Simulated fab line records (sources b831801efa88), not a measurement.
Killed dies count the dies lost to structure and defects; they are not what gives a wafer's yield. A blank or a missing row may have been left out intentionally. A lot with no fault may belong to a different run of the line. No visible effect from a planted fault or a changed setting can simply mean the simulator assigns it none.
fab line records    flow gf180mcu
record lots=24  wafers=72  last_day=34
route steps=602 shown M3@413 M4@460 V4@497 MIM@505
lots with no fault: from the same line, run without faults
start_h: hours from the record's first day to the start of the lot's first wafer shown    wait_h: time in hours since the lot's previous step    " same as the row above    L1.1+2: a row that stands for several wafers    - no value, or no start was given    * or withheld: withheld    < > ~ a bound
route shown NAME@n: a module of which the file shows steps, and the number in the route of the first    usual: mean/standard deviation of fault-free wafers    same: alike in all rows    chamber/n: place in a boat    sites: readings site by site    _std_site: the values' standard deviation    _edge_site: mean of outer sites minus mean of inner sites    radius_mm: how far each site lies from the wafer's centre    mask NAME#n: copy n    behind: the tool/chamber that last shaped the wafer    hold: reason for holding the lot/hours on hold/outcome of the hold    device: which transistor (n, p or np) failed to switch    end of line: the route-end tests of the same wafers    where a step has no rows: the recipe by itself    killed: dies lost to structure and defects at the first sort, not the wafer's yield    map: the dies of a wafer, with x for killed, . for not killed, _ for no die there
set.NAME: the setting as run; set.NAME@STEP: as run at that earlier step    model.NAME: the simulator's own value behind a step, which no gauge read
a sample of lots followed through the steps of the route, with each step as a table and each wafer as a row
services: from which hour (start_h, from the record's first day; less than 0 if before it) a tool's chamber was out of use, for how many hours, and why
## steps
# step GF_M3_SPUTTER_04
# recipe material=TiN  target_thk_nm=50  power_w=6500  time_s=41.7  chamber_pressure_pa=0.4
# usual chamber_pressure_pa=0.4001/0.00082  throttle_valve_pct=30.0/0.82
lot.wafer  tool            chamber  start_h  wait_h  chamber_pressure_pa  throttle_valve_pct
L074.2     pvd_sputter-03  -        480.73   0.0     0.4001               29.1
L074.3     "               -        "        "       0.4010               30.2
L074.4     "               -        "        "       0.4009               29.6
L075.1     pvd_sputter-04  -        481.35   0.0     0.4010               28.7
L075.2     "               -        "        "       0.3991               30.2
L075.4     "               -        "        "       0.3980               31.1
L076.1     pvd_sputter-04  -        487.20   0.0     0.4003               30.4
L076.2     "               -        "        "       0.4005               28.6
L076.6     "               -        "        "       0.3992               30.5
L077.1     pvd_sputter-02  -        494.38   0.0     0.4000               30.0
L077.2     "               -        "        "       0.3989               29.9
L077.3     "               -        "        "       0.4014               30.5
L078.1     pvd_sputter-02  -        499.88   0.0     0.3995               28.5
L078.5     "               -        "        "       0.4014               30.9
L078.6     "               -        "        "       0.3991               28.6
L079.3     pvd_sputter-03  -        520.97   0.0     0.4002               30.0
L079.5     "               -        "        "       0.4013               30.1
L079.6     "               -        "        "       0.3987               29.4
L080.2     pvd_sputter-04  -        532.40   0.0     0.3991               30.4
L080.3     "               -        "        "       0.4017               28.7
L080.5     "               -        "        "       0.4009               30.4
L081.1     pvd_sputter-03  -        532.86   0.0     0.4001               29.9
L081.2     "               -        "        "       0.4000               29.6
L081.5     "               -        "        "       0.4000               29.4
L082.2     pvd_sputter-04  -        535.45   0.0     0.4000               30.2
L082.5     "               -        "        "       0.4001               30.3
L082.6     "               -        "        "       0.4000               30.1
L083.3     pvd_sputter-03  -        547.80   0.0     0.4016               29.7
L083.4     "               -        "        "       0.3996               31.2
L083.6     "               -        "        "       0.4018               29.2
L084.1     pvd_sputter-04  -        565.82   0.0     0.4003               31.5
L084.4     "               -        "        "       0.3994               30.0
L084.5     "               -        "        "       0.4010               30.2
L085.2     pvd_sputter-03  -        572.14   0.0     0.3995               29.3
L085.4     "               -        "        "       0.3989               29.4
L085.6     "               -        "        "       0.3986               31.1
L086.1     pvd_sputter-03  -        575.43   0.0     0.4003               30.9
L086.4     "               -        "        "       0.4008               30.9
L086.6     "               -        "        "       0.3999               29.2
L087.2     pvd_sputter-04  -        580.84   0.0     0.4001               31.3
L087.3     "               -        "        "       0.4013               30.2
L087.5     "               -        "        "       0.4001               31.0
L088.3     pvd_sputter-02  -        585.80   0.0     0.4004               29.0
L088.5     "               -        "        "       0.3997               28.5
L088.6     "               -        "        "       0.3993               30.9
L090.2     pvd_sputter-04  -        608.32   0.0     0.4005               30.0
L090.3     "               -        "        "       0.4010               31.3
L090.4     "               -        "        "       0.3997               28.7
L089.1     pvd_sputter-04  -        610.71   0.0     0.4004               31.3
L089.3     "               -        "        "       0.4013               30.2
L089.6     "               -        "        "       0.3990               31.2
L091.2     pvd_sputter-03  -        619.08   0.0     0.4008               31.1
L091.4     "               -        "        "       0.3995               29.5
L091.5     "               -        "        "       0.3997               29.8
L092.3     pvd_sputter-03  -        621.54   0.0     0.3998               29.6
L092.4     "               -        "        "       0.4009               29.8
L092.5     "               -        "        "       0.4011               31.2
L093.2     pvd_sputter-03  -        627.27   0.0     0.4013               29.9
L093.5     "               -        "        "       0.4001               29.2
L093.6     "               -        "        "       0.4003               29.5
L094.1     pvd_sputter-04  -        635.62   0.0     0.4002               30.1
L094.3     "               -        "        "       0.3979               31.1
L094.4     "               -        "        "       0.3984               28.7
L095.1     pvd_sputter-02  -        640.65   0.0     0.4000               30.7
L095.3     "               -        "        "       0.3984               29.6
L095.4     "               -        "        "       0.3991               28.5
L096.1     pvd_sputter-03  -        643.41   0.0     0.4003               29.9
L096.3     "               -        "        "       0.4009               29.1
L096.6     "               -        "        "       0.4011               29.5
L097.1     pvd_sputter-04  -        651.16   0.0     0.3998               30.4
L097.2     "               -        "        "       0.4005               31.2
L097.6     "               -        "        "       0.3999               31.5
# step GF_M3_STRIP_17
# recipe chemistry=O2/N2  power_w=1400  pressure_mtorr=1500  platen_temp_c=250  o2_flow_sccm=3000  n2_flow_sccm=300  overash_fraction=0.5
# usual drypump_motor_current_A=5.5/0.45  heater_power_w=359/28  oes_product_au=0.558/0.0042  strip_time_to_endpoint_s=7.88/0.033
lot.wafer  tool             chamber  start_h  wait_h  drypump_motor_current_A  heater_power_w  oes_product_au  rf_hours_counter_h  strip_time_to_endpoint_s
L074.2     plasma_asher-02  0        505.23   0.1     6.0                      404             0.552           39                  7.89
L074.3     "                1        "        "       5.5                      343             0.557           -                   7.90
L074.4     "                0        "        "       6.0                      417             0.563           -                   7.82
L075.1     plasma_asher-02  1        505.78   0.1     5.5                      346             0.555           39                  7.93
L075.2     "                0        "        "       6.0                      428             0.556           39                  7.91
L075.4     "                1        "        "       5.5                      354             0.561           -                   7.93
L076.1     plasma_asher-01  0        510.81   0.1     4.8                      352             0.562           8                   7.91
L076.2     "                1        "        "       5.9                      346             0.555           8                   7.84
L076.6     "                0        "        "       4.8                      347             0.558           -                   7.89
L077.1     plasma_asher-02  0        517.68   0.2     6.0                      419             0.556           40                  7.87
L077.2     "                1        "        "       5.5                      352             0.556           40                  7.90
L077.3     "                0        "        "       6.0                      424             0.561           -                   7.91
L078.1     plasma_asher-01  1        522.81   0.1     5.9                      348             0.559           9                   7.87
L078.5     "                0        "        "       4.8                      332             0.560           -                   7.86
L078.6     "                1        "        "       5.9                      349             0.557           -                   7.88
L079.3     plasma_asher-01  1        544.88   0.1     5.9                      342             0.557           -                   7.84
L079.5     "                1        "        "       5.9                      344             0.561           -                   7.85
L079.6     "                0        "        "       4.8                      332             0.559           -                   7.86
L080.2     plasma_asher-03  1        555.54   0.1     5.7                      342             0.555           81                  7.86
L080.3     "                1        "        "       5.7                      342             0.547           -                   7.85
L080.5     "                1        "        "       5.7                      357             0.560           -                   7.87
L081.1     plasma_asher-02  1        555.88   0.1     5.5                      351             0.554           44                  7.86
L081.2     "                0        "        "       6.1                      422             0.554           44                  7.92
L081.5     "                0        "        "       6.1                      421             0.564           -                   7.89
L082.2     plasma_asher-02  1        558.11   0.1     5.5                      348             0.554           45                  7.89
L082.5     "                1        "        "       5.5                      344             0.564           -                   7.88
L082.6     "                0        "        "       6.0                      415             0.562           -                   7.91
L083.3     plasma_asher-01  1        569.95   0.1     5.9                      348             0.560           -                   7.79
L083.4     "                0        "        "       4.8                      336             0.564           -                   7.92
L083.6     "                1        "        "       5.9                      344             0.569           -                   7.92
L084.1     plasma_asher-03  0        587.71   0.1     5.6                      396             0.553           84                  7.87
L084.4     "                0        "        "       5.6                      395             0.559           -                   7.90
L084.5     "                1        "        "       5.7                      343             0.557           -                   7.86
L085.2     plasma_asher-03  0        593.61   0.1     5.5                      382             0.558           85                  7.92
L085.4     "                0        "        "       5.6                      391             0.556           -                   7.91
L085.6     "                1        "        "       5.7                      341             0.555           -                   7.89
L086.1     plasma_asher-03  0        596.86   0.1     5.6                      383             0.564           85                  7.89
L086.4     "                0        "        "       5.6                      383             0.554           -                   7.82
L086.6     "                0        "        "       5.6                      391             0.549           -                   7.90
L087.2     plasma_asher-01  0        601.89   0.1     4.8                      333             0.556           18                  7.91
L087.3     "                1        "        "       5.9                      345             0.560           -                   7.94
L087.5     "                1        "        "       5.9                      345             0.559           -                   7.92
L088.3     plasma_asher-01  0        606.75   0.1     4.8                      325             0.554           -                   7.82
L088.5     "                0        "        "       4.8                      332             0.560           -                   7.91
L088.6     "                1        "        "       5.9                      356             0.551           -                   7.84
L090.2     plasma_asher-01  0        629.59   0.1     4.8                      341             0.556           20                  7.86
L090.3     "                0        "        "       4.8                      337             0.563           -                   7.89
L090.4     "                1        "        "       5.9                      345             0.562           -                   7.89
L089.1     plasma_asher-03  0        630.71   0.1     5.5                      395             0.559           89                  7.90
L089.3     "                0        "        "       5.5                      394             0.558           -                   7.91
L089.6     "                0        "        "       5.5                      390             0.555           -                   7.93
L091.2     plasma_asher-02  0        639.58   0.1     6.0                      422             0.556           53                  7.84
L091.4     "                1        "        "       5.5                      351             0.560           -                   7.82
L091.5     "                0        "        "       6.0                      423             0.553           -                   7.86
L092.3     plasma_asher-01  1        642.18   0.1     5.9                      341             0.556           -                   7.88
L092.4     "                0        "        "       4.8                      338             0.567           -                   7.91
L092.5     "                1        "        "       5.9                      340             0.556           -                   7.85
L093.2     plasma_asher-03  0        647.55   0.1     5.6                      388             0.555           91                  7.94
L093.5     "                1        "        "       5.6                      343             0.560           -                   7.92
L093.6     "                0        "        "       5.6                      391             0.562           -                   7.87
L094.1     plasma_asher-01  0        655.56   0.1     4.8                      342             0.557           23                  7.87
L094.3     "                0        "        "       4.8                      342             0.553           -                   7.88
L094.4     "                1        "        "       5.9                      357             0.561           -                   7.88
L095.1     plasma_asher-01  1        660.41   0.1     5.9                      356             0.562           23                  7.88
L095.3     "                0        "        "       4.8                      334             0.563           -                   7.87
L095.4     "                1        "        "       5.9                      347             0.559           -                   7.86
L096.1     plasma_asher-01  1        663.61   0.1     5.9                      355             0.557           24                  7.81
L096.3     "                1        "        "       5.9                      343             0.552           -                   7.79
L096.6     "                0        "        "       4.8                      331             0.551           -                   7.80
L097.1     plasma_asher-01  0        670.11   0.1     4.8                      338             0.560           24                  7.89
L097.2     "                1        "        "       5.9                      355             0.561           24                  7.87
L097.6     "                0        "        "       4.8                      339             0.558           -                   7.87
# step GF_M4_SPUTTER_04
# recipe material=TiN  target_thk_nm=50  power_w=6603  time_s=41.7  chamber_pressure_pa=0.4
# usual chamber_pressure_pa=0.4000/0.00082  throttle_valve_pct=30.0/0.8
lot.wafer  tool            chamber  start_h  wait_h  chamber_pressure_pa  throttle_valve_pct
L074.2     pvd_sputter-03  -        531.29   0.0     0.4004               29.4
L074.3     "               -        "        "       0.4015               31.0
L074.4     "               -        "        "       0.3996               29.5
L075.1     pvd_sputter-02  -        531.99   0.0     0.4006               30.3
L075.2     "               -        "        "       0.3998               30.7
L075.4     "               -        "        "       0.3996               28.6
L076.1     pvd_sputter-03  -        536.70   0.0     0.4001               29.5
L076.2     "               -        "        "       0.3992               30.0
L076.6     "               -        "        "       0.3989               29.9
L077.1     pvd_sputter-03  -        543.62   0.0     0.3998               29.9
L077.2     "               -        "        "       0.4000               29.6
L077.3     "               -        "        "       0.4010               31.2
L078.1     pvd_sputter-02  -        548.19   0.0     0.3998               29.5
L078.5     "               -        "        "       0.4009               30.6
L078.6     "               -        "        "       0.4010               28.5
L079.3     pvd_sputter-03  -        569.45   0.0     0.4003               29.3
L079.5     "               -        "        "       0.3986               29.4
L079.6     "               -        "        "       0.4008               29.5
L080.2     pvd_sputter-02  -        580.09   0.0     0.3995               30.3
L080.3     "               -        "        "       0.3986               30.6
L080.5     "               -        "        "       0.4007               29.6
L081.1     pvd_sputter-01  -        580.54   0.0     0.3991               30.2
L081.2     "               -        "        "       0.3996               30.7
L081.5     "               -        "        "       0.4004               30.7
L082.2     pvd_sputter-02  -        583.00   0.0     0.4006               30.1
L082.5     "               -        "        "       0.3999               30.3
L082.6     "               -        "        "       0.3999               29.6
L083.3     pvd_sputter-02  -        594.12   0.0     0.4001               30.4
L083.4     "               -        "        "       0.3995               30.6
L083.6     "               -        "        "       0.4006               28.6
L084.1     pvd_sputter-03  -        611.28   0.0     0.4011               29.8
L084.4     "               -        "        "       0.3990               29.8
L084.5     "               -        "        "       0.3996               29.3
L085.2     pvd_sputter-03  -        617.55   0.0     0.4000               31.3
L085.4     "               -        "        "       0.3995               29.8
L085.6     "               -        "        "       0.3985               29.6
L086.1     pvd_sputter-02  -        620.93   0.0     0.4005               30.7
L086.4     "               -        "        "       0.3992               30.1
L086.6     "               -        "        "       0.3989               28.6
L087.2     pvd_sputter-01  -        625.54   0.0     0.3994               32.0
L087.3     "               -        "        "       0.4006               30.5
L087.5     "               -        "        "       0.3992               30.6
L088.3     pvd_sputter-01  -        630.18   0.0     0.3987               31.5
L088.5     "               -        "        "       0.3992               30.3
L088.6     "               -        "        "       0.4007               30.1
L090.2     pvd_sputter-02  -        652.15   0.0     0.3989               30.6
L090.3     "               -        "        "       0.3989               29.4
L090.4     "               -        "        "       0.4003               28.4
L089.1     pvd_sputter-03  -        653.49   0.0     0.3987               29.1
L089.3     "               -        "        "       0.4014               29.7
L089.6     "               -        "        "       0.4004               28.9
L091.2     pvd_sputter-01  -        662.35   0.0     0.3998               30.9
L091.4     "               -        "        "       0.4017               30.3
L091.5     "               -        "        "       0.4011               30.2
L092.3     pvd_sputter-03  -        664.62   0.0     0.3997               29.2
L092.4     "               -        "        "       0.3996               30.9
L092.5     "               -        "        "       0.4002               31.2
L093.2     pvd_sputter-02  -        670.29   0.0     0.4017               29.7
L093.5     "               -        "        "       0.4008               29.9
L093.6     "               -        "        "       0.3994               28.6
L094.1     pvd_sputter-03  -        676.99   0.0     0.4002               31.0
L094.3     "               -        "        "       0.4007               29.6
L094.4     "               -        "        "       0.3999               29.3
L095.1     pvd_sputter-03  -        681.40   0.0     0.4003               30.1
L095.3     "               -        "        "       0.3991               29.6
L095.4     "               -        "        "       0.3993               30.1
L096.1     pvd_sputter-03  -        685.89   0.0     0.3986               29.2
L096.3     "               -        "        "       0.3984               29.9
L096.6     "               -        "        "       0.3989               29.2
L097.1     pvd_sputter-01  -        692.08   0.0     0.3996               30.5
L097.2     "               -        "        "       0.3991               30.9
L097.6     "               -        "        "       0.3998               30.5
# step GF_V4_SPUTTER_21
# recipe material=Ti  target_thk_nm=15  chamber_pressure_pa=5  power_w=2500  substrate_temp_c=200  time_s=80.02
# usual chamber_pressure_pa=5.000/0.0087  throttle_valve_pct=30.3/0.84
lot.wafer  tool            chamber  start_h  wait_h  chamber_pressure_pa  throttle_valve_pct
L074.2     pvd_sputter-04  -        577.80   0.0     4.999                31.3
L074.3     "               -        "        "       4.993                30.1
L074.4     "               -        "        "       4.975                28.8
L075.1     pvd_sputter-01  -        578.55   0.0     4.992                30.6
L075.2     "               -        "        "       5.001                29.8
L075.4     "               -        "        "       5.005                30.7
L076.1     pvd_sputter-01  -        583.92   0.0     5.002                30.6
L076.2     "               -        "        "       5.010                30.0
L076.6     "               -        "        "       5.012                30.6
L077.1     pvd_sputter-01  -        589.31   0.0     5.003                29.9
L077.2     "               -        "        "       4.985                31.5
L077.3     "               -        "        "       5.000                30.9
L078.1     pvd_sputter-04  -        594.71   0.0     5.002                28.4
L078.5     "               -        "        "       4.993                28.7
L078.6     "               -        "        "       5.014                31.3
L079.3     pvd_sputter-04  -        614.15   0.0     4.985                30.0
L079.5     "               -        "        "       5.004                30.0
L079.6     "               -        "        "       5.000                31.2
L080.2     pvd_sputter-04  -        624.24   0.0     5.007                31.3
L080.3     "               -        "        "       5.002                28.7
L080.5     "               -        "        "       5.012                28.6
L081.1     pvd_sputter-03  -        624.80   0.0     4.987                30.0
L081.2     "               -        "        "       5.000                30.9
L081.5     "               -        "        "       5.006                29.7
L082.2     pvd_sputter-04  -        627.04   0.0     5.012                31.2
L082.5     "               -        "        "       5.007                30.2
L082.6     "               -        "        "       5.000                30.0
L083.3     pvd_sputter-01  -        638.30   0.0     5.020                30.6
L083.4     "               -        "        "       4.997                30.3
L083.6     "               -        "        "       4.995                31.5
L084.1     pvd_sputter-04  -        654.34   0.0     4.996                28.8
L084.4     "               -        "        "       4.987                31.3
L084.5     "               -        "        "       5.020                30.0
L085.2     pvd_sputter-04  -        659.59   0.0     4.998                30.4
L085.4     "               -        "        "       5.001                28.6
L085.6     "               -        "        "       5.004                28.6
L086.1     pvd_sputter-04  -        662.96   0.0     5.011                30.4
L086.4     "               -        "        "       4.998                29.9
L086.6     "               -        "        "       5.008                30.3
L087.2     pvd_sputter-03  -        667.33   0.0     4.991                29.4
L087.3     "               -        "        "       5.011                28.9
L087.5     "               -        "        "       5.010                29.5
L088.3     pvd_sputter-01  -        671.29   0.0     5.006                30.4
L088.5     "               -        "        "       4.989                30.9
L088.6     "               -        "        "       5.002                31.5
L090.2     pvd_sputter-03  -        693.50   0.0     5.015                30.0
L090.3     "               -        "        "       5.019                29.1
L090.4     "               -        "        "       5.005                29.5
L089.1     pvd_sputter-01  -        694.63   0.0     4.988                30.0
L089.3     "               -        "        "       4.999                31.6
L089.6     "               -        "        "       5.003                31.4
L091.2     pvd_sputter-01  -        702.74   0.0     4.988                31.5
L091.4     "               -        "        "       4.989                30.6
L091.5     "               -        "        "       4.989                31.7
L092.3     pvd_sputter-03  -        704.77   0.0     5.004                29.2
L092.4     "               -        "        "       5.002                31.2
L092.5     "               -        "        "       4.995                29.9
L093.2     pvd_sputter-01  -        709.90   0.0     4.998                31.6
L093.5     "               -        "        "       5.000                30.3
L093.6     "               -        "        "       5.006                31.6
L094.1     pvd_sputter-04  -        717.09   0.0     5.009                30.5
L094.3     "               -        "        "       4.985                31.4
L094.4     "               -        "        "       4.990                29.9
L095.1     pvd_sputter-03  -        719.85   0.0     4.997                29.9
L095.3     "               -        "        "       4.998                29.7
L095.4     "               -        "        "       4.988                29.2
L096.1     pvd_sputter-01  -        725.13   0.0     5.002                31.1
L096.3     "               -        "        "       4.999                30.2
L096.6     "               -        "        "       4.999                30.1
L097.1     pvd_sputter-03  -        730.55   0.0     4.986                31.0
L097.2     "               -        "        "       4.984                29.5
L097.6     "               -        "        "       4.989                29.5
# step GF_V4_RS_MEAS_24
# recipe thk_meas_gauge=four-point-probe  reads=W_of_V4_CVD_23+TiN_of_V4_SPUTTER_22+Ti_of_V4_SPUTTER_21
# usual V4_W_RS=0.328/0.0033
lot.wafer  tool           chamber  start_h  wait_h  V4_W_RS[ohm/sq]
L074.2     film_metro-01  -        578.03   0.1     0.323
L074.3     "              -        "        "       0.321
L074.4     "              -        "        "       0.324
L075.1     film_metro-01  -        578.77   0.1     0.330
L075.2     "              -        "        "       0.329
L075.4     "              -        "        "       0.333
L076.1     film_metro-01  -        584.13   0.1     0.321
L076.2     "              -        "        "       0.324
L076.6     "              -        "        "       0.321
L077.1     film_metro-01  -        589.52   0.1     0.327
L077.2     "              -        "        "       0.328
L077.3     "              -        "        "       0.326
L078.1     film_metro-01  -        594.92   0.1     0.329
L078.5     "              -        "        "       0.325
L078.6     "              -        "        "       0.327
L079.3     film_metro-02  -        614.40   0.1     0.332
L079.5     "              -        "        "       0.328
L079.6     "              -        "        "       0.331
L080.2     film_metro-04  -        624.47   0.1     0.326
L080.3     "              -        "        "       0.323
L080.5     "              -        "        "       0.327
L081.1     film_metro-02  -        625.01   0.1     0.324
L081.2     "              -        "        "       0.325
L081.5     "              -        "        "       0.322
L082.2     film_metro-02  -        627.27   0.1     0.328
L082.5     "              -        "        "       0.325
L082.6     "              -        "        "       0.330
L083.3     film_metro-04  -        638.55   0.1     0.327
L083.4     "              -        "        "       0.332
L083.6     "              -        "        "       0.332
L084.1     film_metro-01  -        654.56   0.1     0.329
L084.4     "              -        "        "       0.329
L084.5     "              -        "        "       0.331
L085.2     film_metro-01  -        659.83   0.1     0.328
L085.4     "              -        "        "       0.327
L085.6     "              -        "        "       0.331
L086.1     film_metro-01  -        663.17   0.1     0.329
L086.4     "              -        "        "       0.330
L086.6     "              -        "        "       0.327
L087.2     film_metro-04  -        667.56   0.1     0.330
L087.3     "              -        "        "       0.329
L087.5     "              -        "        "       0.328
L088.3     film_metro-02  -        671.54   0.1     0.333
L088.5     "              -        "        "       0.331
L088.6     "              -        "        "       0.332
L090.2     film_metro-02  -        693.73   0.1     0.334
L090.3     "              -        "        "       0.331
L090.4     "              -        "        "       0.326
L089.1     film_metro-02  -        694.85   0.1     0.333
L089.3     "              -        "        "       0.330
L089.6     "              -        "        "       0.326
L091.2     film_metro-02  -        702.97   0.1     0.329
L091.4     "              -        "        "       0.324
L091.5     "              -        "        "       0.329
L092.3     film_metro-01  -        705.02   0.1     0.329
L092.4     "              -        "        "       0.325
L092.5     "              -        "        "       0.325
L093.2     film_metro-02  -        710.14   0.1     0.331
L093.5     "              -        "        "       0.329
L093.6     "              -        "        "       0.329
L094.1     film_metro-01  -        717.30   0.1     0.333
L094.3     "              -        "        "       0.331
L094.4     "              -        "        "       0.328
L095.1     film_metro-02  -        720.06   0.1     0.333
L095.3     "              -        "        "       0.330
L095.4     "              -        "        "       0.331
L096.1     film_metro-02  -        725.34   0.1     0.329
L096.3     "              -        "        "       0.330
L096.6     "              -        "        "       0.330
L097.1     film_metro-01  -        730.76   0.1     0.326
L097.2     "              -        "        "       0.326
L097.6     "              -        "        "       0.325
# step GF_MIM_SPUTTER_02
# recipe material=AlCu  target_thk_nm=450  power_w=10600  time_s=23.9  chamber_pressure_pa=0.4
# usual chamber_pressure_pa=0.4000/0.00079  throttle_valve_pct=30.0/0.86
lot.wafer  tool            chamber  start_h  wait_h  chamber_pressure_pa  throttle_valve_pct
L074.2     pvd_sputter-03  -        578.62   0.0     0.4000               29.2
L074.3     "               -        "        "       0.4001               29.6
L074.4     "               -        "        "       0.3999               31.5
L075.1     pvd_sputter-03  -        579.38   0.0     0.4010               31.3
L075.2     "               -        "        "       0.3992               29.5
L075.4     "               -        "        "       0.3996               29.6
L076.1     pvd_sputter-02  -        584.74   0.0     0.3997               29.4
L076.2     "               -        "        "       0.4006               28.7
L076.6     "               -        "        "       0.4004               28.5
L077.1     pvd_sputter-04  -        590.13   0.0     0.3998               31.3
L077.2     "               -        "        "       0.3995               28.7
L077.3     "               -        "        "       0.4011               30.1
L078.1     pvd_sputter-03  -        595.53   0.0     0.3994               31.2
L078.5     "               -        "        "       0.4000               29.5
L078.6     "               -        "        "       0.3998               29.0
L079.3     pvd_sputter-02  -        614.97   0.0     0.3999               28.6
L079.5     "               -        "        "       0.4010               30.6
L079.6     "               -        "        "       0.4014               28.2
L080.2     pvd_sputter-04  -        625.06   0.0     0.4002               30.0
L080.3     "               -        "        "       0.3994               28.9
L080.5     "               -        "        "       0.3988               31.0
L081.1     pvd_sputter-03  -        625.62   0.0     0.4006               29.6
L081.2     "               -        "        "       0.4002               29.9
L081.5     "               -        "        "       0.3998               31.0
L082.2     pvd_sputter-02  -        627.86   0.0     0.3993               29.6
L082.5     "               -        "        "       0.3991               30.4
L082.6     "               -        "        "       0.4006               28.6
L083.3     pvd_sputter-04  -        639.12   0.0     0.4005               28.7
L083.4     "               -        "        "       0.4014               30.2
L083.6     "               -        "        "       0.4009               31.5
L084.1     pvd_sputter-04  -        655.17   0.0     0.4002               30.2
L084.4     "               -        "        "       0.4001               28.7
L084.5     "               -        "        "       0.3993               31.3
L085.2     pvd_sputter-03  -        663.36   0.0     0.4009               30.0
L085.4     "               -        "        "       0.4003               29.7
L085.6     "               -        "        "       0.4008               30.0
L086.1     pvd_sputter-03  -        663.78   0.0     0.4015               30.1
L086.4     "               -        "        "       0.3997               31.1
L086.6     "               -        "        "       0.4026               30.0
L087.2     pvd_sputter-02  -        668.15   0.0     0.4005               28.5
L087.3     "               -        "        "       0.4004               30.6
L087.5     "               -        "        "       0.4001               29.6
L088.3     pvd_sputter-04  -        672.11   0.0     0.4003               30.1
L088.5     "               -        "        "       0.3987               30.9
L088.6     "               -        "        "       0.4009               30.6
L090.2     pvd_sputter-04  -        694.32   0.0     0.4001               31.4
L090.3     "               -        "        "       0.4005               28.5
L090.4     "               -        "        "       0.4008               30.1
L089.1     pvd_sputter-03  -        695.46   0.0     0.4003               30.0
L089.3     "               -        "        "       0.4011               29.5
L089.6     "               -        "        "       0.4003               29.2
L091.2     pvd_sputter-02  -        703.56   0.0     0.4010               28.3
L091.4     "               -        "        "       0.3990               30.4
L091.5     "               -        "        "       0.4005               28.6
L092.3     pvd_sputter-04  -        705.59   0.0     0.3994               31.3
L092.4     "               -        "        "       0.3993               30.2
L092.5     "               -        "        "       0.3999               31.2
L093.2     pvd_sputter-03  -        710.73   0.0     0.3996               29.7
L093.5     "               -        "        "       0.3995               29.8
L093.6     "               -        "        "       0.4006               30.8
L094.1     pvd_sputter-02  -        717.91   0.0     0.3995               30.0
L094.3     "               -        "        "       0.3993               29.5
L094.4     "               -        "        "       0.4005               30.6
L095.1     pvd_sputter-04  -        720.67   0.0     0.4011               30.0
L095.3     "               -        "        "       0.3996               30.4
L095.4     "               -        "        "       0.4011               30.1
L096.1     pvd_sputter-02  -        725.95   0.0     0.4006               29.7
L096.3     "               -        "        "       0.3996               29.8
L096.6     "               -        "        "       0.3983               30.0
L097.1     pvd_sputter-04  -        731.37   0.0     0.3995               30.4
L097.2     "               -        "        "       0.3992               29.9
L097.6     "               -        "        "       0.3997               29.0
## services
tool             chamber  start_h  hours  kind
pvd_sputter-02   -        479.58   3.5    repair
pvd_sputter-03   -        485.97   0.5    repair
pvd_sputter-02   -        500.48   1.1    repair
pvd_sputter-02   -        506.28   4.6    repair
plasma_asher-02  -        515.62   2.0    repair
pvd_sputter-01   -        521.48   38.2   repair
plasma_asher-02  -        522.95   2.8    pm
plasma_asher-01  -        554.40   2.9    repair
pvd_sputter-03   1        566.66   -      consumable_replace:kit
pvd_sputter-03   1        566.66   18.0   scheduled_down
pvd_sputter-03   1        566.66   18.0   vent_cycle
pvd_sputter-02   3        583.04   -      consumable_replace:kit
pvd_sputter-02   3        583.04   18.0   scheduled_down
pvd_sputter-02   3        583.04   18.0   vent_cycle
pvd_sputter-01   -        606.38   8.8    repair
plasma_asher-02  -        612.36   1.2    repair
pvd_sputter-03   -        634.71   5.6    repair
plasma_asher-03  -        677.40   0.9    repair
pvd_sputter-03   0        678.01   -      consumable_replace:kit
pvd_sputter-04   0        704.09   -      consumable_replace:kit
pvd_sputter-04   0        704.09   18.0   scheduled_down
pvd_sputter-04   0        704.09   18.0   vent_cycle
pvd_sputter-02   2        722.04   -      consumable_replace:kit
pvd_sputter-02   -        726.46   3.6    repair
## key
fault none
